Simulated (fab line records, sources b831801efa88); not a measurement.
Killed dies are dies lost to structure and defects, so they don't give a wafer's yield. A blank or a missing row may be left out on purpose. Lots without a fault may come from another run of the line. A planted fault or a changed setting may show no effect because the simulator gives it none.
fab line records | flow gf180mcu | part 2 of 2: steps 29 to 38 of 38
record lots=5 wafers=15 last_day=34
route steps=602 shown V5@555 TOP_METAL@567 PASSIVATION@587
lots that met no fault: from a run of the same line without faults
start_h: hours from the record's first day to the start of the lot's first wafer shown | wait_h: hours since the lot's step before | " the same as in the row above | L1.1+2: a row that stands for several wafers | - no value, or no start given | * or withheld: withheld | < > ~ a bound
route shown NAME@n: a module of which the file shows steps, and the number in the route of the first | usual: mean/standard deviation of fault-free wafers | same: alike in all rows | chamber/n: place in a boat | sites: the reading at each site | _std_site: their standard deviation | _edge_site: outer sites' mean less inner sites' | radius_mm: how far each site lies from the wafer's centre | mask NAME#n: copy n | behind: the tool/chamber that last shaped the wafer | hold: why the lot was held/for how many hours/how that ended | device: the transistor (n, p or np) that didn't switch | end of line: the same wafers' tests at the end of the route | a step without rows: its recipe alone | killed: dies lost to structure and defects at the first sort, not the wafer's yield | map: a wafer's dies, x killed, . not, _ none there
set.NAME: the setting as run; set.NAME@STEP: as run at that earlier step | model.NAME: the simulator's own value behind a step, which no gauge read
lots at some steps of the route; a table a step, a row a wafer
services: from which hour (start_h, from the record's first day; less than 0 if before it) a tool's chamber was out of use, for how many hours, and why
## steps
# step GF_TOP_METAL_METAL_ETCH_16
# recipe chemistry=Cl2/BCl3 mask_material=NOVOLAK target_depth_nm=1197 stop_on=SiO2 pressure_mtorr=8 icp_w=800 bias_w=142 Cl2_flow_sccm=80 bcl3_flow_sccm=40 time_s=199.5
# usual drypump_motor_current_A=5.8/0.37 he_backside_leak_sccm=3.30/0.16 oes_product_au=0.989/0.0083 throttle_valve_pct=28.231/0.011
# columns lot.wafer tool chamber start_h wait_h drypump_motor_current_A he_backside_leak_sccm oes_product_au rf_hours_counter_h throttle_valve_pct
L082.1 rie_metal-04 1 709.11 0.0 5.9 3.39 0.995 12 28.217
L082.3 " 1 " " 5.9 3.51 1.005 - 28.229
L082.6 " 1 " " 6.0 3.46 0.995 - 28.236
L084.1 rie_metal-03 1 725.68 0.0 5.4 3.28 0.991 14 28.225
L084.4 " 1 " " 5.4 3.44 0.992 - 28.234
L084.6 " 0 " " 5.7 3.27 0.976 - 28.237
L085.2 rie_metal-04 0 733.86 0.0 5.6 3.58 0.997 1 28.243
L085.3 " 0 " " 5.6 3.58 0.993 - 28.220
L085.5 " 1 " " 6.0 3.33 0.991 - 28.213
L094.2 rie_metal-01 1 784.36 0.0 6.5 3.18 0.995 8 28.226
L094.3 " 0 " " 5.3 3.42 0.986 - 28.232
L094.6 " 1 " " 6.5 3.10 1.002 - 28.210
L095.1 rie_metal-01 1 785.68 0.0 6.5 3.11 0.993 8 28.210
L095.2 " 0 " " 5.3 3.31 0.986 14 28.224
L095.4 " 1 " " 6.5 2.98 0.995 - 28.218
# step GF_TOP_METAL_STRIP_17
# recipe chemistry=O2/N2 power_w=1400 pressure_mtorr=1500 platen_temp_c=250 o2_flow_sccm=3000 n2_flow_sccm=300 overash_fraction=0.5
# usual drypump_motor_current_A=5.9/0.37 heater_power_w=335/60 oes_product_au=0.710/0.004 strip_time_to_endpoint_s=12.93/0.12
# columns lot.wafer tool chamber start_h wait_h drypump_motor_current_A heater_power_w oes_product_au rf_hours_counter_h strip_time_to_endpoint_s
L082.1 plasma_asher-03 0 709.49 0.3 6.0 423 0.708 111 12.81
L082.3 " 0 " " 6.0 423 0.709 - 12.78
L082.6 " 0 " " 6.0 429 0.711 - 12.82
L084.1 plasma_asher-03 0 725.87 0.1 6.0 437 0.708 112 12.90
L084.4 " 0 " " 6.1 431 0.714 - 12.83
L084.6 " 0 " " 6.1 422 0.709 - 13.08
L085.2 plasma_asher-02 0 734.05 0.1 6.2 356 0.714 97 12.77
L085.3 " 0 " " 6.3 353 0.711 - 12.80
L085.5 " 1 " " 5.7 352 0.708 - 12.81
L094.2 plasma_asher-03 0 784.55 0.1 6.0 401 0.701 5 12.80
L094.3 " 1 " " 5.4 265 0.700 - 12.90
L094.6 " 1 " " 5.4 262 0.704 - 12.87
L095.1 plasma_asher-01 1 785.87 0.1 6.6 311 0.707 72 12.91
L095.2 " 0 " " 5.8 305 0.708 72 13.02
L095.4 " 0 " " 5.8 308 0.713 - 12.92
# step GF_TOP_METAL_STRIP_18
# recipe chemistry=post_etch_residue_remover time_s=1200 temp_c=72.5
# columns lot.wafer tool chamber start_h wait_h
L082.1+3+6 wet_bench-04 1 709.59 0.1
L084.1+4+6 wet_bench-04 1 725.97 0.1
L085.2+3+5 wet_bench-01 2 734.15 0.1
L094.2+3+6 wet_bench-01 1 784.65 0.1
L095.1+2+4 wet_bench-01 1 785.97 0.1
# step GF_TOP_METAL_CLEAN_19
# recipe chemistry=DIW dry=n2_spin
# columns lot.wafer tool chamber start_h wait_h
L082.1+3+6 wet_bench-02 2 709.96 0.0
L084.1+4+6 wet_bench-01 2 726.31 0.0
L085.2+3+5 wet_bench-04 3 734.49 0.0
L094.2+3+6 wet_bench-01 2 785.33 0.0
L095.1+2+4 wet_bench-01 0 786.65 0.0
# step GF_PASSIVATION_CVD_00
# recipe material=SiO2 target_thk_nm=1000 precursor=TEOS temp_c=400 time_s=111.95 rf_w=600
# usual heater_power_w=682/110
# columns lot.wafer tool chamber start_h wait_h heater_power_w
L082.1 pecvd-04 1 710.05 0.0 596
L082.3 " 0 " " 541
L082.6 " 1 " " 629
L084.1 pecvd-01 0 726.40 0.0 638
L084.4 " 0 " " 720
L084.6 " 1 " " 824
L085.2 pecvd-04 1 734.58 0.0 665
L085.3 " 0 " " 587
L085.5 " 1 " " 513
L094.2 pecvd-02 1 785.51 0.0 593
L094.3 " 2 " " 884
L094.6 " 1 " " 618
L095.1 pecvd-02 0 786.83 0.0 688
L095.2 " 2 " " 827
L095.4 " 1 " " 597
# step GF_PASSIVATION_THK_MEAS_01
# recipe reads=SiO2_of_PASSIVATION_CVD_00
# usual PASSIVATION_CVD_00_THK=998/14
# columns lot.wafer tool chamber start_h wait_h PASSIVATION_CVD_00_THK[nm]
L082.1 film_metro-01 - 710.13 0.0 988
L082.3 " - " " 977
L082.6 " - " " 995
L084.1 film_metro-02 - 726.48 0.0 996
L084.4 " - " " 997
L084.6 " - " " 1000
L085.2 film_metro-03 - 734.67 0.0 994
L085.3 " - " " 971
L085.5 " - " " 1012
L094.2 film_metro-01 - 785.60 0.0 1001
L094.3 " - " " 992
L094.6 " - " " 1013
L095.1 film_metro-03 - 786.91 0.0 985
L095.2 " - " " 988
L095.4 " - " " 1006
# step GF_PASSIVATION_CVD_02
# recipe material=Si3N4 target_thk_nm=700 time_s=486.18 temp_c=400 rf_w=450
# usual heater_power_w=712/100
# columns lot.wafer tool chamber start_h wait_h heater_power_w
L082.1 pecvd-02 0 710.19 0.1 702
L082.3 " 1 " " 594
L082.6 " 0 " " 699
L084.1 pecvd-04 1 726.54 0.1 668
L084.4 " 1 " " 702
L084.6 " 2 " " 644
L085.2 pecvd-02 2 734.72 0.0 881
L085.3 " 0 " " 768
L085.5 " 2 " " 893
L094.2 pecvd-04 2 785.65 0.0 810
L094.3 " 0 " " 652
L094.6 " 2 " " 643
L095.1 pecvd-04 2 786.97 0.1 711
L095.2 " 0 " " 547
L095.4 " 0 " " 593
# step GF_PASSIVATION_THK_MEAS_03
# recipe reads=Si3N4_of_PASSIVATION_CVD_02
# usual PASSIVATION_CVD_02_THK=704/9.4
# columns lot.wafer tool chamber start_h wait_h PASSIVATION_CVD_02_THK[nm]
L082.1 film_metro-01 - 710.48 0.1 696
L082.3 " - " " 698
L082.6 " - " " 712
L084.1 film_metro-01 - 726.83 0.1 691
L084.4 " - " " 707
L084.6 " - " " 711
L085.2 film_metro-03 - 735.02 0.2 698
L085.3 " - " " 708
L085.5 " - " " 704
L094.2 film_metro-03 - 785.95 0.2 708
L094.3 " - " " 691
L094.6 " - " " 717
L095.1 film_metro-01 - 787.26 0.1 712
L095.2 " - " " 698
L095.4 " - " " 707
# step GF_PASSIVATION_DEHYDRATE_04
# recipe temp_c=200 time_s=60
# columns lot.wafer tool chamber start_h wait_h
L082.1+3+6 litho_track-01 0 718.70 8.2
L084.1+4+6 litho_track-03 0 734.42 7.6
L085.2+3+5 litho_track-01 0 743.28 8.3
L094.2+3+6 litho_track-01 0 793.33 7.4
L095.1+2+4 litho_track-04 0 794.50 7.2
# step GF_PASSIVATION_HMDS_05
# recipe prime_time_s=60 prime_temp_c=120
# columns lot.wafer tool chamber start_h wait_h
L082.1+3+6 litho_track-01 0 718.85 0.1
L084.1+4+6 litho_track-03 0 734.57 0.1
L085.2+3+5 litho_track-01 0 743.43 0.1
L094.2+3+6 litho_track-01 0 793.48 0.1
L095.1+2+4 litho_track-04 0 794.65 0.1
## services
# columns tool chamber start_h hours kind
iline_stepper-01 - 667.22 6.4 repair
pvd_sputter-01 - 670.82 4.9 repair
plasma_asher-01 - 671.85 1.4 repair
pecvd-04 - 675.22 2.8 repair
pecvd-02 2 677.38 17.8 repair
pvd_sputter-03 - 678.30 2.3 repair
rie_diel-03 2 678.70 3.1 repair
wet_bench-04 - 689.34 6.4 repair
pecvd-04 2 689.93 4.9 repair
cmp-01 - 699.11 1.9 repair
cmp-01 - 721.55 5.5 pm
rie_metal-04 - 725.16 0.1 repair
iline_stepper-02 - 725.71 1.7 pm
pvd_sputter-01 - 727.89 5.4 repair
plasma_asher-03 - 733.75 9.0 pm
rie_metal-01 1 734.47 3.2 repair
pecvd-04 - 734.68 1.3 repair
cmp-02 - 744.00 4.0 pm
iline_stepper-02 - 759.31 3.1 repair
rie_diel-02 3 772.39 5.2 repair
cvd_w-02 - 780.68 0.8 repair
cmp-02 - 783.18 1.8 repair
pecvd-02 - 789.95 1.0 repair
pecvd-02 1 790.24 5.2 repair
